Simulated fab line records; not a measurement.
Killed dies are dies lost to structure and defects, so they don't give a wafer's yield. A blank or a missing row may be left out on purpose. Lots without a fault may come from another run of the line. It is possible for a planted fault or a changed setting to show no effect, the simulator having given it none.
Which tool is to blame? -- flow sky130 -- 12 lots with 36 wafers sampled at 4 steps, on a route of 708 steps

WHAT THE GAUGES READ, wafer by wafer
SKY_VIA2_OVL_MEAS_13. Usual: VIA2_OVL 1 nm, standard deviation 5.7.
lot,measured,on,VIA2_OVL (nm),flag
L877,day 36 05:03,overlay-01,-2 0 2,
L878,day 36 06:35,overlay-02,1 5 0,
L879,day 37 02:31,overlay-02,-1 9 0,
L883,day 38 07:46,overlay-02,2 5 9,
L884,day 38 13:31,overlay-02,11 7 6,
L885,day 39 00:52,overlay-01,2 0 0,
L886,day 39 13:41,overlay-01,6 0 6,
L893,day 41 09:34,overlay-01,-4 6 1,
L894,day 41 16:00,overlay-02,0 4 -4,
L895,day 41 21:07,overlay-01,0 -7 0,
L898,day 42 06:49,overlay-01,3 -1 2,
L899,day 42 19:37,overlay-02,-9 -10 -4,

TOOL THAT RAN EACH LOT (tool first, then ch and the chambers of the sampled wafers, then the start)
lot,SKY_METAL2_SPUTTER_00,SKY_METAL2_METAL_ETCH_19,SKY_VIA2_CMP_02
L877,"pvd_sputter-04, day 33 22:08","rie_metal-04 ch 0,1, day 35 01:03","cmp-02 ch 1,2,3, day 35 02:29"
L878,"pvd_sputter-02, day 33 23:43","rie_metal-02 ch 1, day 35 03:12","cmp-02 ch 0,1,3, day 35 04:15"
L879,"pvd_sputter-04, day 34 20:37","rie_metal-04 ch 0,1, day 35 22:41","cmp-01 ch 0,3, day 35 23:34"
L883,"pvd_sputter-01, day 36 02:04","rie_metal-01 ch 0,1, day 37 05:09","cmp-01 ch 0,1,3, day 37 06:02"
L884,"pvd_sputter-02, day 36 07:28","rie_metal-01 ch 0,1, day 37 10:25","cmp-01 ch 1,2,3, day 37 11:17"
L885,"pvd_sputter-01, day 36 20:28","rie_metal-01 ch 0,1, day 37 22:31","cmp-01 ch 1,2,3, day 37 23:30"
L886,"pvd_sputter-01, day 37 09:19","rie_metal-04 ch 0,1, day 38 11:39","cmp-02 ch 0,2,3, day 38 12:34"
L893,"pvd_sputter-01, day 39 06:37","rie_metal-04 ch 0, day 40 07:50","cmp-01 ch 2,3, day 40 08:42"
L894,"pvd_sputter-02, day 39 13:56","rie_metal-01 ch 0,1, day 40 15:12","cmp-01 ch 0,2,3, day 40 16:11"
L895,"pvd_sputter-01, day 39 18:16","rie_metal-04 ch 0,1, day 40 19:25","cmp-01 ch 0,1,3, day 40 20:25"
L898,"pvd_sputter-02, day 40 05:55","rie_metal-04 ch 0,1, day 41 06:03","cmp-02 ch 0,1,3, day 41 06:55"
L899,"pvd_sputter-04, day 40 18:34","rie_metal-01 ch 0,1, day 41 19:04","cmp-01 ch 0,1,3, day 41 20:02"
- SKY_METAL2_SPUTTER_00: material Ti, target thk 15 nm, time 10 s.
- SKY_METAL2_METAL_ETCH_19: etches the open film in Cl2/BCl3, stops on SiO2, target depth 360 nm, time 78 s.
- SKY_VIA2_CMP_02: polishes SiO2.

WHAT THE TOOLS THEMSELVES READ (means of the sampled wafers that have a number; where no wafer has one, the mark that the record gives instead)
SKY_METAL2_SPUTTER_00. Usual: throttle_valve_pct at 30.1 %, with a standard deviation of 1.2.
lot,tool,throttle_valve_pct (%),flag
L877,pvd_sputter-04,29.5,
L878,pvd_sputter-02,29.0,
L879,pvd_sputter-04,29.5,
L883,pvd_sputter-01,30.1,
L884,pvd_sputter-02,29.9,
L885,pvd_sputter-01,30.0,
L886,pvd_sputter-01,30.6,
L893,pvd_sputter-01,31.8,
L894,pvd_sputter-02,30.4,
L895,pvd_sputter-01,31.7,
L898,pvd_sputter-02,30.1,
L899,pvd_sputter-04,29.8,

SKY_METAL2_METAL_ETCH_19. Usual: drypump_motor_current_A 6.2 A, standard deviation 0.36; oes_product_au 0.856 a.u., standard deviation 0.0059; throttle_valve_pct 22.264 %, standard deviation 0.0085.
lot,tool,drypump_motor_current_A (A),oes_product_au (a.u.),throttle_valve_pct (%),flag
L877,rie_metal-04,6.2,0.858,22.260,
L878,rie_metal-02,6.6,0.859,22.268,
L879,rie_metal-04,6.2,0.867,22.271,
L883,rie_metal-01,6.0,0.855,22.265,
L884,rie_metal-01,6.1,0.853,22.267,
L885,rie_metal-01,6.1,0.852,22.262,
L886,rie_metal-04,6.2,0.855,22.272,
L893,rie_metal-04,6.6,0.847,22.265,
L894,rie_metal-01,6.1,0.855,22.263,
L895,rie_metal-04,6.2,0.857,22.268,
L898,rie_metal-04,6.2,0.864,22.254,
L899,rie_metal-01,6.1,0.858,22.269,

SKY_VIA2_CMP_02. Usual: motor_current_A at 12.8 A, with a standard deviation of 1.6.
lot,tool,motor_current_A (A),flag
L877,cmp-02,11.7,
L878,cmp-02,13.4,
L879,cmp-01,12.4,
L883,cmp-01,12.8,
L884,cmp-01,11.6,
L885,cmp-01,12.2,
L886,cmp-02,12.4,
L893,cmp-01,12.4,
L894,cmp-01,13.2,
L895,cmp-01,12.7,
L898,cmp-02,13.3,
L899,cmp-01,12.7,

THE ANSWER, worked out from the rows above alone
Rule: a lot is off if the mean of its wafers that have a number lies more than 3 standard deviations from the usual mean. Also off: a lot with no number at a reading for which 4 or more lots have one. All remaining lots with rows at the step are treated as sound. The gauges are gone through in route order, then the tools' own readings, and for those a lot's mean is taken as printed above. At the first step where some lot is off, the reading lying furthest off is the one used; lots without a number count as furthest.
No lot is off on any of the readings shown, so nothing can be concluded from this.

WHAT THE SIMULATOR HAD INSERTED
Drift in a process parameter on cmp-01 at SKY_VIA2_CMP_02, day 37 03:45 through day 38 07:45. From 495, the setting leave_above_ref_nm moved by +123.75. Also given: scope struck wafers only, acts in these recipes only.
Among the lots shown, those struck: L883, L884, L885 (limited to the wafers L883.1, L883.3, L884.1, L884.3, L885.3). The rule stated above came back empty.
